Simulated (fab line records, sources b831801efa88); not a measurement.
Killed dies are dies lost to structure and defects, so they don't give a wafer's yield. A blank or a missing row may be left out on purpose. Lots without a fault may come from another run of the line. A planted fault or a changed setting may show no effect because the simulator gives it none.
Chamber matching | flow sky130 | SKY_VIA1_CMP_02 on cmp-01: 4 sister chambers
The step polishes SiO2. 16 wafers are shown with their chamber, then 8 later ones without.

WAFERS WITH THEIR CHAMBER
wafer  | chamber | motor_current_A (A)
L913.1 | 1       | 11.2
L913.5 | 1       | 12.1
L913.6 | 2       | 11.8
L914.2 | 2       | 12.8
L914.4 | 3       | 12.4
L914.5 | 2       | 12.4
L917.2 | 2       | 12.4
L917.4 | 1       | 11.4
L917.5 | 1       | 11.8
L924.2 | 2       | 12.8
L924.4 | 1       | 11.0
L924.5 | 0       | 12.8
L927.1 | 1       | 11.9
L927.2 | 3       | 12.3
L927.3 | 0       | 12.1
L928.1 | 1       | 11.5

SIGNATURES (means of the wafers above)
reading         | chamber 0 | chamber 1 | chamber 2 | chamber 3 | scatter within a chamber
motor_current_A | 12.450    | 11.557    | 12.440    | 12.350    | 0.394
Rule: a wafer's distance from a chamber is the root of the sum, over the readings, of the square of ((its reading less the chamber's mean) divided by the reading's scatter). The wafer belongs to the nearest chamber; if the next one is less than 2 further off, it can't be placed. The scatter: the root of (the sum of the squares of (reading less its chamber's mean) over the shown wafers, divided by (wafers less chambers)).

WAFERS WITHOUT THEIR CHAMBER
wafer  | motor_current_A (A)
L928.5 | 11.6
L928.6 | 12.8
L929.1 | 11.4
L929.3 | 12.2
L929.6 | 11.5
L930.3 | 12.0
L930.5 | 11.5
L930.6 | 11.6

WHICH CHAMBER EACH WENT THROUGH
wafer  | from the rows above               | in truth
L928.5 | can't be placed: 1 or 3           | 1
L928.6 | can't be placed: 0 or 2 or 3      | 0
L929.1 | 1                                 | 1
L929.3 | can't be placed: 3 or 2 or 0 or 1 | 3
L929.6 | 1                                 | 1
L930.3 | can't be placed: 3 or 2 or 1 or 0 | 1
L930.5 | 1                                 | 1
L930.6 | can't be placed: 1 or 3           | 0
Placed correctly: 3 of 8. Can't be placed from these rows: 5 (the true chamber is among the candidates in 4). Placed wrongly: 0.
